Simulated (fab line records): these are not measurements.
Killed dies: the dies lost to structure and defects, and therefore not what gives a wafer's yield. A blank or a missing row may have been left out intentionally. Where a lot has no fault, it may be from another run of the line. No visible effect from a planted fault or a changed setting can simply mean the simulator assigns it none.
fab line records -- flow sfq-line
record lots=5, wafers=15, last-day=94
route steps=325 shown I0@47 M1@58 I1@73 M2@88 M8@325
lots untouched by any fault: they come from a run of this same line in which no faults occurred
start-h: hours from the record's first day to the start of the lot's first wafer shown -- wait-h: hours since the lot's step before -- " as in the row above -- L1.1+2: a single row standing in for several wafers -- - either no value or no given start -- * or withheld: withheld -- < > ~ a bound
route shown NAME@n: NAME is a module with steps in the file, n the number in the route of the first one -- usual: average and standard deviation across the fault-free wafers -- same: alike in all rows -- chamber/n: place in a boat -- sites: per-site readings -- _std_site: standard deviation of those values -- _edge_site: mean of outer sites minus mean of inner sites -- radius-mm: for every site, how far away it sits from the centre of the wafer -- mask NAME#n: copy n -- behind: the last tool/chamber to shape the wafer -- hold: the reason the lot was held/the length of the hold in hours/how it ended -- device: the transistor (n, p or np) that didn't switch -- end of line: the route-end tests of the same wafers -- a step with no rows: only its recipe -- killed: not the wafer's yield, but the dies lost to structure and defects at the first sort -- map: dies across one wafer; x = killed, . = not, _ = none there
set.NAME: the setting that was run; set.NAME@STEP: the one run at that earlier step -- model.NAME: the simulator's own value behind a step, which no gauge read
certain route steps with their lots: each step a table, each wafer a row
services: when a tool's chamber went out of use (start-h, in hours from the record's first day, below 0 if earlier), for how many hours, and the reason
## steps
# step SFQ_TRILAYER_I0_VIA_LITHO_COAT_036
# recipe resist=BARC, spin-rpm=3000, resist-thk-nm=62
# step SFQ_TRILAYER_I0_VIA_LITHO_COAT_031
# recipe resist=KrF, spin-rpm=3000, resist-thk-nm=650
# step SFQ_TRILAYER_I0_VIA_LITHO_SOFTBAKE_035
# recipe temp-c=withheld, time-s=withheld, resist=KrF
# step SFQ_TRILAYER_I0_VIA_LITHO_EXPOSE_032
# recipe mask-id=I0, na=0.6, source-shape=conventional, sigma-outer=0.65, target-cd-nm=500, dose-mj=21.3
# step SFQ_TRILAYER_I0_VIA_LITHO_PEB_034
# recipe peb-temp-c=115, peb-time-s=60, resist=KrF
# step SFQ_TRILAYER_I0_VIA_LITHO_DEVELOP_033
# recipe time-s=60, resist=KrF
# step SFQ_I0_OVL_MEAS_908
# usual I0_OVL=0/5
lot.wafer,tool,chamber,start-h,wait-h,I0_OVL[nm]
L412.1,overlay-01,-,481.97,0.1,6
L412.2,overlay-01,-,481.97,0.1,0
L412.5,overlay-01,-,481.97,0.1,1
L418.4,overlay-02,-,560.03,0.1,-4
L418.5,overlay-02,-,560.03,0.1,-9
L418.6,overlay-02,-,560.03,0.1,-1
L423.1,overlay-02,-,590.71,0.1,-2
L423.3,overlay-02,-,590.71,0.1,0
L423.5,overlay-02,-,590.71,0.1,-3
L425.1,overlay-02,-,620.71,0.1,6
L425.2,overlay-02,-,620.71,0.1,5
L425.4,overlay-02,-,620.71,0.1,6
L426.1,overlay-02,-,626.71,0.1,-18
L426.5,overlay-02,-,626.71,0.1,-4
L426.6,overlay-02,-,626.71,0.1,-12
# step SFQ_TRILAYER_I0_VIA_BARC_OPEN_VIA_ETCH_046
# recipe mask-material=PR, chemistry=O2, target-depth-nm=125, target=BARC, source-w=500, bias-w=80, pressure-mtorr=30, time-s=41.7
# usual bias-w=79.99/0.22, drypump-motor-current-A=5.5/0.37, oes-product-au=0.685/0.0048
lot.wafer,tool,chamber,start-h,wait-h,bias-w,drypump-motor-current-A,oes-product-au,rf-hours-counter-h
L412.1,rie-diel-04,2,482.00,0.0,80.11,4.9,0.689,6
L412.2,rie-diel-04,3,482.00,0.0,80.01,5.4,0.685,15
L412.5,rie-diel-04,1,482.00,0.0,79.99,5.9,0.683,-
L418.4,rie-diel-01,0,560.05,0.0,79.99,5.7,0.680,73
L418.5,rie-diel-01,2,560.05,0.0,79.97,6.3,0.692,-
L418.6,rie-diel-01,1,560.05,0.0,79.94,5.3,0.688,-
L423.1,rie-diel-04,2,590.75,0.0,79.51,4.9,0.680,8
L423.3,rie-diel-04,3,590.75,0.0,79.68,5.5,0.681,17
L423.5,rie-diel-04,2,590.75,0.0,79.32,4.9,0.688,-
L425.1,rie-diel-04,0,620.75,0.0,79.90,5.0,0.681,67
L425.2,rie-diel-04,1,620.75,0.0,80.06,5.9,0.680,11
L425.4,rie-diel-04,2,620.75,0.0,79.84,4.9,0.687,8
L426.1,rie-diel-03,3,626.75,0.0,80.30,5.3,0.700,2
L426.5,rie-diel-03,1,626.75,0.0,79.62,5.6,0.684,-
L426.6,rie-diel-03,0,626.75,0.0,79.56,5.6,0.685,-
# step SFQ_TRILAYER_I0_VIA_ETCH_VIA_ETCH_034
# recipe target=SiO2, stop-on=Nb, mask-material=PR, taper-deg=20, chemistry=CHF3, target-depth-nm=260, source-w=500, bias-w=80, pressure-mtorr=30, time-s=withheld
# usual bias-w=79.99/0.24, drypump-motor-current-A=5.5/0.37, oes-product-au=0.855/0.0055
lot.wafer,tool,chamber,start-h,wait-h,bias-w,drypump-motor-current-A,oes-product-au
L412.1,rie-diel-04,2,482.04,0.0,79.78,4.9,0.853
L412.2,rie-diel-04,3,482.04,0.0,79.74,5.4,0.855
L412.5,rie-diel-04,1,482.04,0.0,80.06,5.8,0.861
L418.4,rie-diel-01,0,560.09,0.0,79.92,5.7,0.852
L418.5,rie-diel-01,2,560.09,0.0,80.03,6.3,0.848
L418.6,rie-diel-01,1,560.09,0.0,80.25,5.3,0.854
L423.1,rie-diel-04,2,590.79,0.0,79.66,4.9,0.854
L423.3,rie-diel-04,3,590.79,0.0,79.94,5.4,0.852
L423.5,rie-diel-04,2,590.79,0.0,79.79,4.9,0.855
L425.1,rie-diel-04,0,620.79,0.0,80.05,5.0,0.855
L425.2,rie-diel-04,1,620.79,0.0,80.26,5.9,0.849
L425.4,rie-diel-04,2,620.79,0.0,80.16,4.9,0.844
L426.1,rie-diel-03,3,626.79,0.0,80.00,5.3,0.863
L426.5,rie-diel-03,1,626.79,0.0,80.00,5.6,0.854
L426.6,rie-diel-03,0,626.79,0.0,79.51,5.6,0.851
# step SFQ_TRILAYER_I0_VIA_STRIP_STRIP_035
# recipe gas=O2, power-w=200, platen-temp-c=40, overash-fraction=0.65, chemistry=O2, pressure-mtorr=50
# step SFQ_TRILAYER_I0_VIA_STRIP_SOLV_CLEAN_036
# recipe chemistry=NMP, temp-c=70, time-s=600
# step SFQ_TRILAYER_M1_DEP_PRE_CLEAN_038
# recipe gas=Ar, time-s=22.5, bias-v=250
# step SFQ_TRILAYER_M1_DEP_SPUTTER_037
# recipe material=Nb, base-pressure-pa=1.33e-06, chamber-pressure-pa=0.1333, substrate-temp-c=20, resputter-cathode-voltage-v=400, target-thk-nm=200, power-w=2000, time-s=133.3
# usual throttle-valve-pct=30.3/1
lot.wafer,tool,chamber,start-h,wait-h,throttle-valve-pct,model.Nb_of_TRILAYER_M1_DEP_SPUTTER_037.thk-nm
L412.1,pvd-sputter-04,-,483.14,0.0,30.5,200.4
L412.2,pvd-sputter-04,-,483.14,0.0,29.4,189.9
L412.5,pvd-sputter-04,-,483.14,0.0,29.3,189.9
L418.4,pvd-sputter-04,-,561.61,0.0,29.3,195.7
L418.5,pvd-sputter-04,-,561.61,0.0,30.7,197.9
L418.6,pvd-sputter-04,-,561.61,0.0,29.8,199.9
L423.1,pvd-sputter-03,-,591.70,0.0,29.9,195.4
L423.3,pvd-sputter-03,-,591.70,0.0,31.0,195.4
L423.5,pvd-sputter-03,-,591.70,0.0,31.3,194.1
L425.1,pvd-sputter-03,-,622.30,0.0,29.9,200.8
L425.2,pvd-sputter-03,-,622.30,0.0,29.9,199.3
L425.4,pvd-sputter-03,-,622.30,0.0,30.9,201.8
L426.1,pvd-sputter-05,-,627.70,0.0,31.4,201.6
L426.5,pvd-sputter-05,-,627.70,0.0,28.0,200.3
L426.6,pvd-sputter-05,-,627.70,0.0,31.5,200.2
# step SFQ_M1_RS_MEAS_909
# recipe thk-meas-gauge=four-point-probe, reads=Nb_of_TRILAYER_M1_DEP_SPUTTER_037
# usual M1_NB_RS=0.893/0.01
lot.wafer,tool,chamber,start-h,wait-h,M1_NB_RS[ohm/sq]
L412.1,film-metro-04,-,483.23,0.0,0.887
L412.2,film-metro-04,-,483.23,0.0,0.935
L412.5,film-metro-04,-,483.23,0.0,0.939
L418.4,film-metro-04,-,561.76,0.1,0.911
L418.5,film-metro-04,-,561.76,0.1,0.900
L418.6,film-metro-04,-,561.76,0.1,0.890
L423.1,film-metro-04,-,591.79,0.0,0.912
L423.3,film-metro-04,-,591.79,0.0,0.911
L423.5,film-metro-04,-,591.79,0.0,0.916
L425.1,film-metro-04,-,622.39,0.0,0.886
L425.2,film-metro-04,-,622.39,0.0,0.894
L425.4,film-metro-04,-,622.39,0.0,0.881
L426.1,film-metro-04,-,627.79,0.0,0.885
L426.5,film-metro-04,-,627.79,0.0,0.888
L426.6,film-metro-04,-,627.79,0.0,0.890
# step SFQ_TRILAYER_M1_LITHO_COAT_044
# recipe resist=BARC, spin-rpm=3000, resist-thk-nm=62
# step SFQ_TRILAYER_M1_LITHO_COAT_039
# recipe resist=KrF, spin-rpm=3000, resist-thk-nm=600
# step SFQ_TRILAYER_M1_LITHO_SOFTBAKE_043
# recipe temp-c=withheld, time-s=withheld, resist=KrF
# step SFQ_TRILAYER_M1_LITHO_EXPOSE_040
# recipe mask-id=M1, na=0.6, source-shape=conventional, sigma-outer=0.65, target-cd-nm=500, dose-mj=14.4
# step SFQ_TRILAYER_M1_LITHO_PEB_042
# recipe peb-temp-c=115, peb-time-s=60, resist=KrF
# step SFQ_TRILAYER_M1_LITHO_DEVELOP_041
# recipe time-s=60, resist=KrF
# step SFQ_M1_OVL_MEAS_911
# usual M1_OVL=2/6.7
lot.wafer,tool,chamber,start-h,wait-h,M1_OVL[nm]
L412.1,overlay-01,-,641.11,0.1,8
L412.2,overlay-01,-,641.11,0.1,4
L412.5,overlay-01,-,641.11,0.1,14
L418.4,overlay-02,-,718.60,0.1,-5
L418.5,overlay-02,-,718.60,0.1,-5
L418.6,overlay-02,-,718.60,0.1,-8
L423.1,overlay-01,-,753.62,0.1,3
L423.3,overlay-01,-,753.62,0.1,2
L423.5,overlay-01,-,753.62,0.1,-4
L425.1,overlay-02,-,781.45,0.1,-4
L425.2,overlay-02,-,781.45,0.1,-2
L425.4,overlay-02,-,781.45,0.1,-3
L426.1,overlay-02,-,783.85,0.1,2
L426.5,overlay-02,-,783.85,0.1,2
L426.6,overlay-02,-,783.85,0.1,-3
# step SFQ_TRILAYER_M1_BARC_OPEN_METAL_ETCH_054
# recipe mask-material=PR, chemistry=O2, target-depth-nm=125, target=BARC, icp-w=600, bias-w=80, pressure-mtorr=10, time-s=41.7
# step SFQ_TRILAYER_M1_ETCH_METAL_ETCH_042
# recipe target=Nb, stop-on=SiO2, mask-material=PR, chemistry=Cl2/Ar, target-depth-nm=240, icp-w=600, bias-w=80, pressure-mtorr=10, time-s=120
# usual bias-w=80.05/0.25, drypump-motor-current-A=5.6/0.36, oes-product-au=0.892/0.0073
lot.wafer,tool,chamber,start-h,wait-h,bias-w,drypump-motor-current-A,oes-product-au,rf-hours-counter-h,model.etch.depth-nm,model.M1.feature-depth-nm
L412.1,rie-metal-02,1,641.21,0.0,80.10,6.4,0.895,34,200.4,200.4
L412.2,rie-metal-02,0,641.21,0.0,79.99,5.3,0.867,82,189.9,189.9
L412.5,rie-metal-02,1,641.21,0.0,80.06,6.4,0.862,-,189.9,189.9
L418.4,rie-metal-03,0,718.72,0.1,80.00,5.5,0.887,-,195.7,195.7
L418.5,rie-metal-03,1,718.72,0.1,79.80,5.8,0.891,-,197.9,197.9
L418.6,rie-metal-03,0,718.72,0.1,80.20,5.5,0.901,-,199.9,199.9
L423.1,rie-metal-01,1,753.72,0.0,80.42,5.4,0.886,25,195.4,195.4
L423.3,rie-metal-01,1,753.72,0.0,80.16,5.4,0.883,-,195.4,195.4
L423.5,rie-metal-01,1,753.72,0.0,80.46,5.3,0.878,-,194.1,194.1
L425.1,rie-metal-03,0,781.55,0.0,79.84,5.5,0.899,79,200.8,200.8
L425.2,rie-metal-03,1,781.55,0.0,79.64,5.8,0.891,50,199.3,199.3
L425.4,rie-metal-03,1,781.55,0.0,79.59,5.8,0.902,-,201.8,201.8
L426.1,rie-metal-01,1,783.95,0.0,79.83,5.4,0.896,29,201.6,201.6
L426.5,rie-metal-01,0,783.95,0.0,79.88,5.4,0.893,-,200.3,200.3
L426.6,rie-metal-01,1,783.95,0.0,80.14,5.4,0.898,-,200.2,200.2
# step SFQ_TRILAYER_M1_STRIP_STRIP_043
# recipe gas=O2, power-w=200, platen-temp-c=40, overash-fraction=0.65, chemistry=O2, pressure-mtorr=50
# step SFQ_TRILAYER_M1_STRIP_SOLV_CLEAN_044
# recipe chemistry=NMP, temp-c=70, time-s=600
# step SFQ_TRILAYER_I1_DEP_PECVD_045
# recipe material=SiO2, temp-c=150, time-s=111.11, pressure-torr=2.4, rf-w=183.3, precursor=SiH4/N2O, target-thk-nm=500
# step SFQ_TRILAYER_I1_CMP_CMP_046
# recipe material=SiO2, down-force-psi=3, platen-rpm=60, pad-velocity-m-s=0.94248
# usual motor-current-A=10.2/0.8, slurry-filter-dp-kPa=13.51/0.13, time-to-endpoint-s=216/7.9
lot.wafer,tool,chamber,start-h,wait-h,motor-current-A,slurry-filter-dp-kPa,time-to-endpoint-s
L412.1,cmp-02,2,643.78,1.6,11.6,13.45,212
L412.2,cmp-02,3,643.78,1.6,10.5,13.50,230
L412.5,cmp-02,1,645.28,3.1,10.5,13.50,240
L418.4,cmp-01,0,720.66,1.0,10.3,13.47,225
L418.6,cmp-01,2,721.66,2.0,10.0,13.66,226
L418.5,cmp-01,3,721.66,2.0,9.8,13.56,232
L423.3,cmp-01,3,755.30,0.6,10.1,13.69,214
L423.1,cmp-01,1,756.30,1.6,9.8,13.54,216
L423.5,cmp-01,0,757.80,3.1,11.5,13.41,213
L425.2,cmp-01,2,782.52,0.0,9.9,13.72,200
L425.4,cmp-01,0,783.52,1.0,10.6,13.63,214
L425.1,cmp-01,1,783.52,1.0,10.5,13.68,207
L426.1,cmp-01,3,786.52,1.6,9.8,13.32,208
L426.6,cmp-01,1,787.52,2.6,10.5,13.40,212
L426.5,cmp-01,2,787.52,2.6,9.8,13.19,209
# step SFQ_I1_BOW_MEAS_912
# recipe mode=bow
# usual I1_BOW=1/6.9
lot.wafer,tool,chamber,start-h,wait-h,I1_BOW[um]
L412.1,film-metro-01,-,645.78,1.5,17
L412.2,film-metro-01,-,645.78,1.5,13
L412.5,film-metro-01,-,645.78,1.5,9
L418.4,film-metro-02,-,722.72,1.6,-4
L418.5,film-metro-02,-,722.72,1.6,2
L418.6,film-metro-02,-,722.72,1.6,-8
L423.1,film-metro-01,-,758.30,1.5,-3
L423.3,film-metro-01,-,758.30,1.5,-7
L423.5,film-metro-01,-,758.30,1.5,-7
L425.1,film-metro-01,-,785.52,1.0,6
L425.2,film-metro-01,-,785.52,1.0,5
L425.4,film-metro-01,-,785.52,1.0,0
L426.1,film-metro-01,-,788.52,1.5,2
L426.5,film-metro-01,-,788.52,1.5,4
L426.6,film-metro-01,-,788.52,1.5,2
# step SFQ_TRILAYER_I1_METRO_MEASURE_047
# usual thk-nm=200.1/1.1
lot.wafer,tool,chamber,start-h,wait-h,thk-nm
L412.1,film-metro-01,-,645.90,0.1,199.6
L412.2,film-metro-01,-,645.90,0.1,201.6
L412.5,film-metro-01,-,645.90,0.1,201.3
L418.4,film-metro-02,-,723.38,0.6,202.1
L418.5,film-metro-02,-,723.38,0.6,203.3
L418.6,film-metro-02,-,723.38,0.6,201.2
L423.1,film-metro-01,-,758.42,0.1,200.3
L423.3,film-metro-01,-,758.42,0.1,202.5
L423.5,film-metro-01,-,758.42,0.1,199.5
L425.1,film-metro-01,-,785.64,0.1,198.4
L425.2,film-metro-01,-,785.64,0.1,198.6
L425.4,film-metro-01,-,785.64,0.1,199.4
L426.1,film-metro-01,-,788.64,0.1,199.6
L426.5,film-metro-01,-,788.64,0.1,198.4
L426.6,film-metro-01,-,788.64,0.1,198.8
# step SFQ_TRILAYER_I1_VIA_LITHO_COAT_054
# recipe resist=BARC, spin-rpm=3000, resist-thk-nm=62
# step SFQ_TRILAYER_I1_VIA_LITHO_COAT_049
# recipe resist=KrF, spin-rpm=3000, resist-thk-nm=650
# step SFQ_TRILAYER_I1_VIA_LITHO_SOFTBAKE_053
# recipe temp-c=withheld, time-s=withheld, resist=KrF
# step SFQ_TRILAYER_I1_VIA_LITHO_EXPOSE_050
# recipe mask-id=I1, na=0.6, source-shape=conventional, sigma-outer=0.65, target-cd-nm=500, dose-mj=21.3
# step SFQ_TRILAYER_I1_VIA_LITHO_PEB_052
# recipe peb-temp-c=115, peb-time-s=60, resist=KrF
# step SFQ_TRILAYER_I1_VIA_LITHO_DEVELOP_051
# recipe time-s=60, resist=KrF
# step SFQ_I1_OVL_MEAS_913
# usual I1_OVL=1/4.8
lot.wafer,tool,chamber,start-h,wait-h,I1_OVL[nm]
L412.1,overlay-01,-,701.03,0.1,-2
L412.2,overlay-01,-,701.03,0.1,-3
L412.5,overlay-01,-,701.03,0.1,-6
L418.4,overlay-02,-,726.25,0.1,8
L418.5,overlay-02,-,726.25,0.1,0
L418.6,overlay-02,-,726.25,0.1,1
L423.1,overlay-01,-,778.05,0.1,-7
L423.3,overlay-01,-,778.05,0.1,-3
L423.5,overlay-01,-,778.05,0.1,-3
L425.1,overlay-02,-,789.78,0.1,-9
L425.2,overlay-02,-,789.78,0.1,-7
L425.4,overlay-02,-,789.78,0.1,-7
L426.1,overlay-01,-,792.09,0.1,1
L426.5,overlay-01,-,792.09,0.1,1
L426.6,overlay-01,-,792.09,0.1,3
# step SFQ_TRILAYER_I1_VIA_BARC_OPEN_VIA_ETCH_071
# recipe mask-material=PR, chemistry=O2, target-depth-nm=125, target=BARC, source-w=500, bias-w=80, pressure-mtorr=30, time-s=41.7
# step SFQ_TRILAYER_I1_VIA_ETCH_VIA_ETCH_052
# recipe target=SiO2, stop-on=Nb, mask-material=PR, taper-deg=20, chemistry=CHF3, target-depth-nm=260, source-w=500, bias-w=80, pressure-mtorr=30, time-s=withheld
# usual bias-w=80.02/0.25, drypump-motor-current-A=5.2/0.35, oes-product-au=0.855/0.0052
lot.wafer,tool,chamber,start-h,wait-h,bias-w,drypump-motor-current-A,oes-product-au
L412.1,rie-diel-03,0,701.11,0.0,80.42,5.6,0.860
L412.2,rie-diel-03,1,701.11,0.0,79.71,5.6,0.866
L412.5,rie-diel-03,1,701.11,0.0,79.83,5.6,0.861
L418.4,rie-diel-02,2,726.30,0.0,79.30,5.0,0.865
L418.5,rie-diel-02,0,726.30,0.0,79.81,5.6,0.869
L418.6,rie-diel-02,1,726.30,0.0,80.18,4.9,0.857
L423.1,rie-diel-04,3,778.12,0.0,79.56,5.5,0.856
L423.3,rie-diel-04,1,778.12,0.0,79.81,5.8,0.863
L423.5,rie-diel-04,1,778.12,0.0,79.83,5.8,0.855
L425.1,rie-diel-02,2,789.86,0.0,79.47,5.0,0.855
L425.2,rie-diel-02,1,789.86,0.0,79.89,4.9,0.855
L425.4,rie-diel-02,0,789.86,0.0,80.16,5.6,0.850
L426.1,rie-diel-04,2,792.17,0.0,79.45,4.9,0.860
L426.5,rie-diel-04,0,792.17,0.0,80.23,5.0,0.853
L426.6,rie-diel-04,1,792.17,0.0,80.01,5.9,0.848
# step SFQ_TRILAYER_I1_VIA_STRIP_STRIP_053
# recipe gas=O2, power-w=200, platen-temp-c=40, overash-fraction=0.65, chemistry=O2, pressure-mtorr=50
# step SFQ_TRILAYER_I1_VIA_STRIP_SOLV_CLEAN_054
# recipe chemistry=NMP, temp-c=70, time-s=600
# step SFQ_TRILAYER_M2_DEP_PRE_CLEAN_056
# recipe gas=Ar, time-s=22.5, bias-v=250
# step SFQ_M8_BOW_MEAS_951
# recipe mode=bow
# usual M8_BOW=8/9.7
lot.wafer,tool,chamber,start-h,wait-h,M8_BOW[um],model.etest.m1.ohm-um,model.etest.i0.link-ohm,model.etest.i1.link-ohm,model.etest.m1.ohm-sq
L412.1,film-metro-01,-,1962.36,0.0,14,1.778,1.974,1.954,0.888
L412.2,film-metro-01,-,1962.36,0.0,12,1.872,2.018,2,0.9369
L412.5,film-metro-01,-,1962.36,0.0,8,1.878,2.017,2.005,0.9371
L418.4,film-metro-04,-,2167.50,0.1,-1,1.828,1.989,2.012,0.9094
L418.5,film-metro-04,-,2167.50,0.1,6,1.796,1.976,2.006,0.8992
L418.6,film-metro-04,-,2167.50,0.1,-4,1.783,1.97,1.988,0.8905
L423.1,film-metro-01,-,2180.08,0.0,8,1.821,1.994,1.976,0.9107
L423.3,film-metro-01,-,2180.08,0.0,5,1.82,1.998,1.988,0.9108
L423.5,film-metro-01,-,2180.08,0.0,5,1.833,2.011,1.981,0.9171
L425.1,film-metro-01,-,2257.64,0.0,18,1.786,1.961,1.967,0.8863
L425.2,film-metro-01,-,2257.64,0.0,15,1.782,1.984,1.96,0.8929
L425.4,film-metro-01,-,2257.64,0.0,11,1.755,1.963,1.945,0.8818
L426.1,film-metro-01,-,2258.84,0.0,10,1.775,1.963,1.97,0.8828
L426.5,film-metro-01,-,2258.84,0.0,11,1.779,1.956,1.962,0.8883
L426.6,film-metro-01,-,2258.84,0.0,11,1.782,1.962,1.973,0.889
## services
tool,chamber,start-h,hours,kind
rie-diel-03,0,459.39,8.4,repair
rie-diel-04,-,509.04,0.7,repair
rie-diel-03,3,517.19,11.1,repair
cmp-01,-,522.05,5.8,pm
rie-diel-04,0,542.01,8.0,repair
film-metro-01,-,551.18,1.2,pm
rie-diel-03,0,570.75,2.3,repair
cmp-01,-,574.89,4.0,pm
rie-diel-04,0,581.37,5.1,repair
rie-diel-03,2,582.79,7.5,repair
film-metro-01,-,588.80,2.5,repair
film-metro-01,-,592.24,0.5,pm
film-metro-01,-,593.80,0.4,pm
cmp-01,-,597.71,1.2,repair
cmp-01,-,658.58,7.3,pm
cmp-01,-,708.88,1.8,repair
cmp-01,-,723.05,1.3,repair
rie-diel-03,3,733.62,1.9,repair
rie-diel-03,-,745.65,0.4,repair
rie-diel-03,0,746.95,2.9,repair
rie-diel-03,-,777.03,5.6,repair
rie-diel-03,1,777.18,8.5,repair
rie-diel-04,2,778.88,3.1,repair
film-metro-01,-,780.13,5.2,pm
## key
first-sign step=SFQ_M1_RS_MEAS_909, reading=M1_NB_RS, direction=up, sigmas=4.2, usual=0.893, struck=0.937
effect step=SFQ_TRILAYER_M1_ETCH_METAL_ETCH_042, reading=oes-product-au, direction=down, sigmas=3.6, usual=0.892, struck=0.865
model-effect step=SFQ_TRILAYER_M1_DEP_SPUTTER_037, value=Nb_of_TRILAYER_M1_DEP_SPUTTER_037.thk-nm, without=199.3, struck=189.9
model-effect step=SFQ_TRILAYER_M1_ETCH_METAL_ETCH_042, value=etch.depth-nm, without=199.3, struck=189.9
model-effect step=SFQ_M8_BOW_MEAS_951, value=etest.m1.ohm-um, without=1.787, struck=1.875
met-at SFQ_TRILAYER_M1_DEP_SPUTTER_037
struck-wafers L412.2,L412.5
fault kind=process-parameter-drift, tool=pvd-sputter-04, chamber=-, onset-h=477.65, steps=SFQ_TRILAYER_M1_DEP_SPUTTER_037, channel=target-thk-nm, offset=-9.3368, shape=step, end-h=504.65, acts-in=these-recipes-only, stated=200, scope=struck-wafers-only
